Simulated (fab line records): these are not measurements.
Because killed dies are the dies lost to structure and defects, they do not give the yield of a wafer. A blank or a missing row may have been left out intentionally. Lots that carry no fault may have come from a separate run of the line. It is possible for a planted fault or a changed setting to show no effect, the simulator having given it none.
fab line records	flow sky130
[record] lots = 6	wafers = 18	lastDay = 50
route steps=708 shown LI_CONTACT@371 PAD_OPEN@708
lots that met no fault: taken from a fault-free run of the same line
startH: hours from the record's first day to the start of the lot's first wafer shown	waitH: how many hours have passed since the lot's step before this one	" identical to the entry in the row above	L1.1+2: a single row standing in for several wafers	- no value present, or no start provided	* or withheld: withheld	< > ~ a bound
route shown NAME@n: a module of which the file shows steps, and the number in the route of the first	usual: the fault-free wafers' mean and standard deviation	same: alike in all rows	chamber/n: place in a boat	sites: the reading at each site	_std_site: their standard deviation	_edge_site: outer sites' mean less inner sites'	radiusMm: how far each site lies from the wafer's centre	mask NAME#n: copy n	behind: the tool/chamber that last shaped the wafer	hold: the reason the lot was held/the length of the hold in hours/how it ended	device: which transistor (n, p or np) failed to switch	end of line: the tests these same wafers got at the end of their route	where a step has no rows: the recipe by itself	killed: the dies lost at the first sort to structure and to defects; this is not the yield of the wafer	map: dies across one wafer; x = killed, . = not, _ = none there
set.NAME: the setting as run; set.NAME@STEP: as run at that earlier step	model.NAME: the simulator's own value behind a step, which no gauge read
lots at some steps of the route; a table a step, a row a wafer
services: from which hour (startH, from the record's first day; less than 0 if before it) a tool's chamber was out of use, for how many hours, and why
[[steps]]
[step SKY_LI_CONTACT_EXPOSE_09]
[recipe] maskId = LICM1	na = 0.8	sourceShape = annular	sigmaInner = 0.55	sigmaOuter = 0.85	targetCdNm = 170	doseMj = 38
[step SKY_LI_CONTACT_PEB_10]
[recipe] pebTempC = withheld	pebTimeS = withheld	resist = KrF-thick
[step SKY_LI_CONTACT_DEVELOP_11]
[recipe] developTimeS = 60	resist = KrF-thick	devTempC = 21
[step SKY_LI_CONTACT_CD_MEAS_12]
[recipe] targetCdNm = 170
[usual] cdNm = 169.8/1.4
lot.wafer	tool	chamber	startH	waitH	cdNm
L459.2	cdSem-01	-	665.15	-	169.1
L459.3	"	-	"	"	171.2
L459.6	"	-	"	"	168.3
L466.1	cdSem-01	-	737.33	-	169.5
L466.3	"	-	"	"	168.8
L466.4	"	-	"	"	169.5
L472.1	cdSem-01	-	782.51	-	170.1
L472.4	"	-	"	"	168.3
L472.5	"	-	"	"	170.4
L476.2	cdSem-02	-	816.64	-	169.7
L476.3	"	-	"	"	170.1
L476.4	"	-	"	"	169.4
L477.1	cdSem-01	-	819.78	-	168.0
L477.3	"	-	"	"	168.3
L477.6	"	-	"	"	167.4
L482.1	cdSem-01	-	862.37	-	169.4
L482.3	"	-	"	"	170.8
L482.6	"	-	"	"	170.0
[step SKY_LI_CONTACT_OVL_MEAS_13]
[usual] LI_CONTACT_OVL = -2/5.3
lot.wafer	tool	chamber	startH	waitH	LI_CONTACT_OVL[nm]
L459.2	overlay-02	-	665.26	0.1	1
L459.3	"	-	"	"	-8
L459.6	"	-	"	"	-4
L466.1	overlay-02	-	737.45	0.1	-4
L466.3	"	-	"	"	-2
L466.4	"	-	"	"	-2
L472.1	overlay-02	-	782.63	0.1	-3
L472.4	"	-	"	"	-9
L472.5	"	-	"	"	-15
L476.2	overlay-02	-	816.75	0.1	-6
L476.3	"	-	"	"	-1
L476.4	"	-	"	"	-7
L477.1	overlay-02	-	819.90	0.1	3
L477.3	"	-	"	"	2
L477.6	"	-	"	"	7
L482.1	overlay-02	-	862.49	0.1	-7
L482.3	"	-	"	"	-2
L482.6	"	-	"	"	-5
[step SKY_LI_CONTACT_ETCH_14]
[recipe] chemistry = N2/H2	target = BARC	ionEnergyEv = 200	sourceW = 500	biasW = 100	pressureMtorr = 30	n2FlowSccm = 100	h2FlowSccm = 200	stopOn = SiO2	timeS = 45.9	targetDepthA = 600
[usual] drypumpMotorCurrentA = 5.8/0.47	oesProductAu = 0.855/0.0047	throttleValvePct = 13.225/0.009
lot.wafer	tool	chamber	startH	waitH	drypumpMotorCurrentA	oesProductAu	rfHoursCounterH	throttleValvePct
L459.2	rieDiel-01	0	665.29	0.0	5.7	0.855	7	13.222
L459.3	"	2	"	"	6.0	0.848	3	13.225
L459.6	"	2	"	"	6.0	0.855	-	13.244
L466.1	rieDiel-03	2	737.49	0.0	5.8	0.850	10	13.220
L466.3	"	3	"	"	5.4	0.853	3	13.213
L466.4	"	2	"	"	5.7	0.855	-	13.206
L472.1	rieDiel-02	2	782.66	0.0	5.7	0.860	10	13.212
L472.4	"	0	"	"	6.0	0.861	11	13.222
L472.5	"	3	"	"	6.7	0.866	-	13.215
L476.2	rieDiel-03	2	816.78	0.0	5.7	0.856	12	13.228
L476.3	"	0	"	"	6.2	0.851	10	13.238
L476.4	"	3	"	"	5.4	0.861	6	13.230
L477.1	rieDiel-01	3	819.94	0.0	5.4	0.856	13	13.218
L477.3	"	1	"	"	5.3	0.854	9	13.232
L477.6	"	2	"	"	6.0	0.856	-	13.227
L482.1	rieDiel-01	3	862.53	0.0	5.4	0.853	14	13.228
L482.3	"	0	"	"	5.6	0.858	10	13.202
L482.6	"	1	"	"	5.3	0.861	-	13.224
[step SKY_LI_CONTACT_ETCH_15]
[recipe] target = PSG	chemistry = C4F8/O2/Ar	stopOn = Si	taperDeg = 4.15	maskMaterial = KrF-thick	sourceW = 1500	biasW = 1200	pressureMtorr = 40	c4f8FlowSccm = withheld	O2_flow_sccm = 6	Ar_flow_sccm = 300	timeS = withheld	targetDepthA = 6000
[usual] oesProductAu = 0.837/0.0044
lot.wafer	tool	chamber	startH	waitH	oesProductAu
L459.2	rieDiel-01	0	665.33	0.0	0.834
L459.3	"	2	"	"	0.844
L459.6	"	2	"	"	0.841
L466.1	rieDiel-03	2	737.53	0.0	0.827
L466.3	"	3	"	"	0.834
L466.4	"	2	"	"	0.835
L472.1	rieDiel-02	2	782.70	0.0	0.836
L472.4	"	0	"	"	0.845
L472.5	"	3	"	"	0.840
L476.2	rieDiel-03	2	816.82	0.0	0.839
L476.3	"	0	"	"	0.838
L476.4	"	3	"	"	0.836
L477.1	rieDiel-01	3	819.98	0.0	0.845
L477.3	"	1	"	"	0.843
L477.6	"	2	"	"	0.837
L482.1	rieDiel-01	3	862.57	0.0	0.837
L482.3	"	0	"	"	0.840
L482.6	"	1	"	"	0.836
[step SKY_LI_CONTACT_STRIP_16]
[recipe] chemistry = O2/N2	powerW = 1400	pressureMtorr = 1500	platenTempC = withheld	o2FlowSccm = 3000	n2FlowSccm = 300	overashFraction = 0.5
[usual] drypumpMotorCurrentA = 6.0/0.5	oesProductAu = 0.376/0.0048	stripTimeToEndpointS = 3.50/0.031
[same] overashFraction = 0.5
lot.wafer	tool	chamber	startH	waitH	drypumpMotorCurrentA	oesProductAu	rfHoursCounterH	stripTimeToEndpointS
L459.2	plasmaAsher-03	0	665.42	-	5.6	0.381	23	3.49
L459.3	"	1	"	"	5.8	0.367	-	3.50
L459.6	"	1	"	"	5.8	0.377	-	3.51
L466.1	plasmaAsher-01	0	737.62	-	6.5	0.371	92	3.46
L466.3	"	1	"	"	6.6	0.376	-	3.54
L466.4	"	0	"	"	6.5	0.371	-	3.47
L472.1	plasmaAsher-01	1	782.79	-	6.6	0.385	97	3.46
L472.4	"	1	"	"	6.6	0.374	-	3.52
L472.5	"	0	"	"	6.5	0.383	-	3.50
L476.2	plasmaAsher-03	0	816.91	-	5.6	0.372	38	3.43
L476.3	"	0	"	"	5.6	0.368	-	3.46
L476.4	"	1	"	"	5.7	0.367	-	3.48
L477.1	plasmaAsher-03	0	820.07	-	5.6	0.372	38	3.49
L477.3	"	1	"	"	5.8	0.375	-	3.50
L477.6	"	0	"	"	5.6	0.384	-	3.52
L482.1	plasmaAsher-01	0	862.66	-	6.5	0.378	106	3.51
L482.3	"	0	"	"	6.5	0.372	-	3.49
L482.6	"	0	"	"	6.5	0.373	-	3.54
[step SKY_LI_CONTACT_CLEAN_17]
[recipe] chemistry = NMP	timeS = 600	tempC = 60	dry = n2Spin
[step SKY_LI_CONTACT_PRE_CLEAN_18]
[recipe] gas = Ar	timeS = 5.6	biasV = 358
[step SKY_LI_CONTACT_SPUTTER_19]
[recipe] material = Ti	targetThkNm = 20	chamberPressurePa = 5	powerW = 2500	substrateTempC = 200	timeS = 106.37
[step SKY_LI_CONTACT_SPUTTER_20]
[recipe] material = TiN	targetThkNm = 20	chamberPressurePa = 5	powerW = 4000	timeS = 80
[usual] chamberPressurePa = 4.999/0.01	throttleValvePct = 29.9/1.2
lot.wafer	tool	chamber	startH	waitH	chamberPressurePa	throttleValvePct
L459.2	pvdSputter-04	-	665.79	0.0	4.990	28.2
L459.3	"	-	"	"	5.007	29.7
L459.6	"	-	"	"	4.998	29.5
L466.1	pvdSputter-04	-	737.99	0.0	5.014	29.4
L466.3	"	-	"	"	5.010	30.4
L466.4	"	-	"	"	5.005	28.5
L472.1	pvdSputter-01	-	783.16	0.0	4.999	30.2
L472.4	"	-	"	"	5.001	29.8
L472.5	"	-	"	"	4.992	29.6
L476.2	pvdSputter-04	-	817.29	0.0	5.021	29.4
L476.3	"	-	"	"	5.004	28.2
L476.4	"	-	"	"	5.003	30.2
L477.1	pvdSputter-03	-	820.45	0.0	4.991	30.0
L477.3	"	-	"	"	5.002	30.3
L477.6	"	-	"	"	4.989	31.7
L482.1	pvdSputter-04	-	863.03	0.0	5.000	29.6
L482.3	"	-	"	"	4.998	31.7
L482.6	"	-	"	"	5.001	28.5
[step SKY_LI_CONTACT_CVD_21]
[recipe] material = W	targetThkNm = 400	timeS = 120.56	tempC = 400	pressureTorr = 40
[usual] heaterPowerOuterW = 543/36	heaterPowerW = 890/48	susceptorTempC = 400.04/0.23
lot.wafer	tool	chamber	startH	waitH	heaterPowerOuterW	heaterPowerW	susceptorTempC	model.W_of_LI_CONTACT_CVD_21.thkNm
L459.2	cvdW-01	0	665.89	0.1	592	933	400.27	401.9
L459.3	"	0	"	"	587	944	400.04	408.4
L459.6	"	0	"	"	582	946	400.09	404.2
L466.1	cvdW-02	1	738.05	0.0	481	828	400.42	394.1
L466.3	"	0	"	"	548	906	400.30	392.4
L466.4	"	1	"	"	480	822	400.03	392.3
L472.1	cvdW-02	0	783.22	0.0	556	891	400.22	397.9
L472.4	"	1	"	"	483	827	400.14	399.3
L472.5	"	1	"	"	489	809	399.96	404.3
L476.2	cvdW-01	1	817.35	0.0	527	877	391.36	343.9
L476.3	"	0	"	"	554	881	392.03	349.2
L476.4	"	1	"	"	529	862	391.27	343.9
L477.1	cvdW-01	0	820.51	0.0	545	896	391.87	346.5
L477.3	"	0	"	"	553	875	391.34	353.5
L477.6	"	0	"	"	546	883	391.56	348
L482.1	cvdW-02	1	863.09	0.0	513	800	399.84	398.4
L482.3	"	1	"	"	490	857	399.84	398.5
L482.6	"	1	"	"	498	840	399.83	399.4
[step SKY_LI_CONTACT_RS_MEAS_22]
[recipe] thkMeasGauge = four-point-probe	reads = W_of_LI_CONTACT_CVD_21+TiN_of_LI_CONTACT_SPUTTER_20+Ti_of_LI_CONTACT_SPUTTER_19
[usual] LI_CONTACT_W_RS = 0.286/0.0039
lot.wafer	tool	chamber	startH	waitH	LI_CONTACT_W_RS[ohm/sq]
L459.2	filmMetro-02	-	666.12	0.2	0.285
L459.3	"	-	"	"	0.279
L459.6	"	-	"	"	0.282
L466.1	filmMetro-01	-	738.17	0.1	0.288
L466.3	"	-	"	"	0.290
L466.4	"	-	"	"	0.290
L472.1	filmMetro-01	-	783.35	0.1	0.286
L472.4	"	-	"	"	0.285
L472.5	"	-	"	"	0.281
L476.2	filmMetro-01	-	817.50	0.1	0.331
L476.3	"	-	"	"	0.326
L476.4	"	-	"	"	0.331
L477.1	filmMetro-01	-	820.64	0.1	0.329
L477.3	"	-	"	"	0.322
L477.6	"	-	"	"	0.327
L482.1	filmMetro-01	-	863.22	0.1	0.285
L482.3	"	-	"	"	0.286
L482.6	"	-	"	"	0.285
[step SKY_LI_CONTACT_THK_MEAS_23]
[recipe] thkMeasGauge = xrf	reads = W_of_LI_CONTACT_CVD_21
[usual] LI_CONTACT_W_THK = 392/5.9
lot.wafer	tool	chamber	startH	waitH	LI_CONTACT_W_THK[nm]
L459.2	filmMetro-02	-	666.23	0.1	393
L459.3	"	-	"	"	397
L459.6	"	-	"	"	393
L466.1	filmMetro-01	-	738.29	0.1	387
L466.3	"	-	"	"	389
L466.4	"	-	"	"	388
L472.1	filmMetro-01	-	783.47	0.1	397
L472.4	"	-	"	"	397
L472.5	"	-	"	"	405
L476.2	filmMetro-01	-	817.61	0.1	334
L476.3	"	-	"	"	341
L476.4	"	-	"	"	336
L477.1	filmMetro-01	-	820.76	0.1	338
L477.3	"	-	"	"	344
L477.6	"	-	"	"	340
L482.1	filmMetro-01	-	863.34	0.1	391
L482.3	"	-	"	"	392
L482.6	"	-	"	"	393
[step SKY_LI_CONTACT_CMP_24]
[recipe] stopOn = PSG	tOverpolishS = 20	downForcePsi = 3.5	platenRpm = 60	targetThkNm = 0	padVelocityMS = 0.94248
[usual] motorCurrentA = 10.1/1.1	slurryFlowMlMin = 150.0/0.45	timeToEndpointS = 97/4.3
lot.wafer	tool	chamber	startH	waitH	motorCurrentA	slurryFlowMlMin	timeToEndpointS
L459.2	cmp-01	0	666.28	0.0	10.9	150.6	101
L459.3	"	1	"	"	10.1	150.6	102
L459.6	"	0	"	"	10.2	150.1	102
L466.3	cmp-01	2	738.35	0.0	8.6	149.3	99
L466.1	"	3	"	"	10.8	149.7	97
L466.4	"	0	"	"	10.4	149.4	97
L472.1	cmp-01	1	783.58	0.1	9.3	150.0	91
L472.4	"	2	"	"	8.9	150.4	95
L472.5	"	1	"	"	10.0	150.6	95
L476.3	cmp-01	3	817.71	0.1	11.3	150.5	89
L476.2	"	0	"	"	10.4	149.9	88
L476.4	"	1	"	"	9.6	149.6	85
L477.1	cmp-01	0	820.87	0.1	10.1	149.8	87
L477.3	"	1	"	"	10.2	149.3	87
L477.6	"	0	"	"	10.4	150.4	90
L482.1	cmp-02	0	863.50	0.1	11.4	150.2	93
L482.3	"	1	"	"	11.3	150.2	96
L482.6	"	3	"	"	10.2	150.4	98
[step SKY_PAD_OPEN_PROBE_99]
[usual] killed_at_M0_to_M3 = 45/6.8	killed_at_M4_up = 3.2/1.6	killedAtContacts = 24/5.1	killedAtFrontEnd = 14/4.4	killedAtOther = 0.4/0.65	killedDies = 87/8.8	killedOpen = 47/7.2	killedShort = 39/6.1
[same] grossDies = 492	killedAtBackSide = 0
lot.wafer	tool	chamber	startH	waitH	killed_at_M0_to_M3	killed_at_M4_up	killedAtContacts	killedAtFrontEnd	killedAtOther	killedDies	killedOpen	killedShort
L459.2	prober-01	-	1063.84	0.1	43	1	23	13	0	80	47	33
L459.3	prober-01	-	1063.89	0.2	40	4	34	18	0	96	50	46
L459.6	prober-01	-	1064.04	0.2	43	3	18	14	0	78	47	31
L466.1	prober-01	-	1120.40	0.1	61	2	24	15	0	102	64	37
L466.3	prober-01	-	1120.50	0.2	47	3	19	19	1	89	54	35
L466.4	prober-01	-	1120.55	0.2	46	2	23	18	1	90	55	34
L476.2	prober-01	-	1174.52	0.1	42	2	15	14	0	73	44	29
L476.3	prober-01	-	1174.57	0.2	50	7	20	25	0	102	46	55
L476.4	prober-01	-	1174.62	0.2	44	6	21	17	0	88	53	35
L482.1	prober-01	-	1202.93	0.1	54	4	17	19	0	94	46	48
L482.3	prober-01	-	1203.03	0.2	47	2	18	13	1	81	45	36
L482.6	prober-01	-	1203.18	0.2	53	2	29	14	1	99	59	39
// killed by level:class
L459.2 VIA1:geometricParticle:open=11 CONTACT:geometricParticle:open=9 VIA1:geometricParticle:short=9 VIA3:geometricParticle:open=8 LI_CONTACT:geometricParticle:open=6 METAL1:geometricParticle:short=6 VIA2:geometricParticle:open=5 POLY_GATE:geometricParticle:open=4
L459.3 VIA1:geometricParticle:open=12 LI_CONTACT:geometricParticle:open=11 CONTACT:geometricParticle:open=10 CONTACT:geometricParticle:short=8 POLY_GATE:geometricParticle:open=6 POLY_GATE:geometricParticle:short=6 VIA1:geometricParticle:short=5 VIA3:geometricParticle:short=5
L459.6 VIA1:geometricParticle:open=8 LI_CONTACT:geometricParticle:open=7 VIA3:geometricParticle:open=7 CONTACT:geometricParticle:open=6 VIA1:geometricParticle:short=5 METAL1:geometricParticle:short=5 VIA2:geometricParticle:open=5 POLY_GATE:geometricParticle:open=4
L466.1 VIA1:geometricParticle:open=22 CONTACT:geometricParticle:open=12 VIA1:geometricParticle:short=10 VIA3:geometricParticle:open=9 FIELD_ISO:geometricParticle:open=6 LOCAL_INTERCONNECT:geometricParticle:short=4 FIELD_ISO:geometricParticle:short=3 POLY_GATE:geometricParticle:short=3
L466.3 VIA1:geometricParticle:open=10 LI_CONTACT:geometricParticle:open=9 FIELD_ISO:geometricParticle:open=7 VIA2:geometricParticle:open=7 METAL1:geometricParticle:short=6 VIA3:geometricParticle:open=6 CONTACT:geometricParticle:short=4 CONTACT:geometricParticle:open=4
L466.4 VIA1:geometricParticle:open=14 CONTACT:geometricParticle:open=9 LI_CONTACT:geometricParticle:open=7 METAL1:geometricParticle:short=7 VIA2:geometricParticle:open=7 VIA3:geometricParticle:open=7 FIELD_ISO:geometricParticle:open=5 FIELD_ISO:geometricParticle:short=5
L476.2 VIA1:geometricParticle:open=10 VIA2:geometricParticle:open=10 VIA3:geometricParticle:open=8 CONTACT:geometricParticle:open=6 FIELD_ISO:geometricParticle:short=5 POLY_GATE:geometricParticle:short=5 METAL2:geometricParticle:short=4 LOCAL_INTERCONNECT:geometricParticle:short=3
L476.3 FIELD_ISO:geometricParticle:short=10 VIA1:geometricParticle:open=9 CONTACT:geometricParticle:open=8 VIA3:geometricParticle:open=7 METAL2:geometricParticle:short=7 METAL4:geometricParticle:short=7 METAL1:geometricParticle:short=6 VIA1:geometricParticle:short=6
L476.4 VIA1:geometricParticle:open=12 FIELD_ISO:geometricParticle:open=9 VIA2:geometricParticle:open=8 CONTACT:geometricParticle:open=7 VIA3:geometricParticle:open=5 FIELD_ISO:geometricParticle:short=4 METAL2:geometricParticle:short=4 LI_CONTACT:geometricParticle:open=4
L482.1 VIA1:geometricParticle:open=13 METAL2:geometricParticle:short=9 METAL1:geometricParticle:short=7 CONTACT:geometricParticle:open=6 VIA2:geometricParticle:open=5 VIA3:geometricParticle:open=5 METAL4:geometricParticle:short=4 VIA3:geometricParticle:short=4
L482.3 VIA2:geometricParticle:open=11 VIA1:geometricParticle:open=10 CONTACT:geometricParticle:open=9 VIA1:geometricParticle:short=8 LI_CONTACT:geometricParticle:open=5 METAL2:geometricParticle:short=4 VIA2:geometricParticle:short=4 FIELD_ISO:geometricParticle:short=3
L482.6 VIA3:geometricParticle:open=15 CONTACT:geometricParticle:open=12 VIA1:geometricParticle:open=9 VIA2:geometricParticle:open=7 CONTACT:geometricParticle:short=5 FIELD_ISO:geometricParticle:open=4 LI_CONTACT:geometricParticle:open=4 METAL1:geometricParticle:short=4
[[services]]
tool	chamber	startH	hours	kind
rieDiel-03	2	647.58	8.5	repair
pvdSputter-04	-	653.83	7.0	repair
cmp-02	-	657.03	5.6	repair
rieDiel-02	1	659.57	6.2	repair
cvdW-01	1	662.91	5.8	repair
rieDiel-02	0	663.10	20.9	repair
pvdSputter-04	-	667.19	1.2	repair
cvdW-02	-	668.90	0.4	repair
cmp-02	-	677.18	0.9	repair
rieDiel-02	1	677.84	18.0	repair
cmp-01	-	702.33	0.9	repair
cmp-02	-	705.38	0.3	repair
cmp-01	-	710.76	6.4	repair
pvdSputter-04	-	711.74	13.6	repair
rieDiel-01	0	712.86	9.8	repair
rieDiel-03	-	731.83	0.1	repair
plasmaAsher-03	-	741.04	0.9	repair
rieDiel-01	-	749.33	14.6	pm
cvdW-01	-	756.97	6.9	pm
rieDiel-02	3	804.66	1.8	repair
rieDiel-02	3	811.23	15.4	repair
plasmaAsher-03	-	842.77	0.4	repair
rieDiel-03	1	843.60	13.1	repair
plasmaAsher-01	-	858.36	3.5	repair
[[key]]
[firstSign] step = SKY_LI_CONTACT_CVD_21	reading = susceptorTempC	direction = down	sigmas = 36	usual = *	struck = *
[effect] step = SKY_LI_CONTACT_RS_MEAS_22	reading = LI_CONTACT_W_RS	direction = up	sigmas = 11	usual = 0.286	struck = 0.328
[effect] step = SKY_LI_CONTACT_THK_MEAS_23	reading = LI_CONTACT_W_THK	direction = down	sigmas = 9	usual = 392	struck = 339
[modelEffect] step = SKY_LI_CONTACT_CVD_21	value = W_of_LI_CONTACT_CVD_21.thkNm	without = 404.5	struck = 347.5
metAt SKY_LI_CONTACT_CVD_21
struckWafers L476.2,L476.3,L476.4,L477.1,L477.3,L477.6
testerLeftOut L476,L477
onsetBetween 665.89 817.35
[fault] kind = processParameterDrift	tool = cvdW-01	chamber = -	onsetH = 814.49	steps = SKY_LI_CONTACT_CVD_21	channel = tempC	offset = *	shape = step	endH = 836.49	actsIn = *	stated = *
// testerLeftOut: of these lots the tester's yield and bins aren't shown, on N5 and GAA mostly nor the transistor test; their killed dies are dies lost to structure and defects alone, not to doping, threshold or leakage, so they don't give the yield
